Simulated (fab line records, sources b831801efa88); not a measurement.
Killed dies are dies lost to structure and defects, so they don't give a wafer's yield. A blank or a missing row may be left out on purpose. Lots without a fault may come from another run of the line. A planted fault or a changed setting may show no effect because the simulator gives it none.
A struck lot beside a sound one | flow gf180mcu | 14 steps out of a route of 602
Sound: wafers L145.3, L145.4, L145.5. Struck: wafers L165.3, L165.5, L165.6. The cause comes at the end.
At each step with rows: each side's tool, then ch and its chambers, then its first start. Under that, the readings that differ: sound wafers | struck wafers | difference of the means | sigmas: that difference in standard deviations of wafers without a fault.
alike: readings whose means differ by less than 2 such deviations, and words and numbers that are the same on both sides. not compared: withheld readings, readings that some wafer has no value for, bounds like >300 that may hide the same value, and numbers for which the record gives no deviation and whose values overlap.
The two part at a step that has a row with sigmas, a row that says differs or no value, or rows on one side only. Numbers that don't overlap but have no deviation are shown without sigmas and don't part them. A reading that every wafer of one side lacks parts them only if that side has two wafers or more.

GF_M1_SPUTTER_01: material TiN, target thk 30 nm, time 25 s.
  sound on pvd_sputter-01, day 16 18:24; struck on pvd_sputter-04, day 23 16:22
  alike: cathode_dc_power_W, throttle_valve_pct
GF_M1_SPUTTER_02: material AlCu, target thk 450 nm, time 23.9 s.
  sound on pvd_sputter-01, day 16 18:26; struck on pvd_sputter-04, day 23 16:23
  alike: cathode_dc_power_W, throttle_valve_pct
GF_M1_SPUTTER_03: material Ti, target thk 10 nm, time 6.7 s.
  sound on pvd_sputter-01, day 16 18:28; struck on pvd_sputter-04, day 23 16:25
  alike: cathode_dc_power_W, throttle_valve_pct
GF_M1_SPUTTER_04: material TiN, target thk 50 nm, time 41.7 s.
  sound on pvd_sputter-01, day 16 18:29; struck on pvd_sputter-04, day 23 16:26
  alike: cathode_dc_power_W, throttle_valve_pct
GF_M1_RS_MEAS_05: measures by four-point-probe.
  sound on film_metro-04, day 16 18:34; struck on film_metro-04, day 23 16:33
  alike: M1_ALCU_RS
GF_M1_THK_MEAS_06: measures by xrf.
  sound on film_metro-04, day 16 18:40; struck on film_metro-04, day 23 16:39
  alike: M1_ALCU_THK
then, 6 steps without rows for these wafers: GF_M1_DEHYDRATE_07 (time 60 s); GF_M1_HMDS_08 (prime time 60 s); GF_M1_COAT_09 (resist thk 1000 nm); GF_M1_SOFTBAKE_10 (time 60 s); GF_M1_EXPOSE_11 (exposes mask Metal1, target cd 230 nm); GF_M1_PEB_12 (peb time 90 s).
GF_M1_DEVELOP_13: develop time 60 s.
  sound on litho_track-01 ch 0, day 17 17:14; struck on litho_track-03, day 24 14:21
  no value came back on the struck wafers for chill_plate_temp_C (C), develop_time_s (s), resist_line_temp_C (C); on the sound wafers chill_plate_temp_C (C) reads 22.87 22.87 22.93
  reading                             | sound           | struck            | difference | sigmas
  model.KrF_of_M1_COAT_09.thk_nm (nm) | 986 986.5 984.7 | 996.9 996.1 998.7 | +11.5      |
GF_M1_CD_MEAS_14: target cd 230 nm.
  sound on cd_sem-02, day 17 17:23; struck on cd_sem-02, day 24 14:29
  reading    | sound             | struck | difference                    | sigmas
  cd_nm (nm) | 229.6 229.8 230.7 | - - -  | no value on the struck wafers |

WHERE THEY PART
First at GF_M1_DEVELOP_13; last, within this record, at GF_M1_CD_MEAS_14.

WHY: what the simulator had put in
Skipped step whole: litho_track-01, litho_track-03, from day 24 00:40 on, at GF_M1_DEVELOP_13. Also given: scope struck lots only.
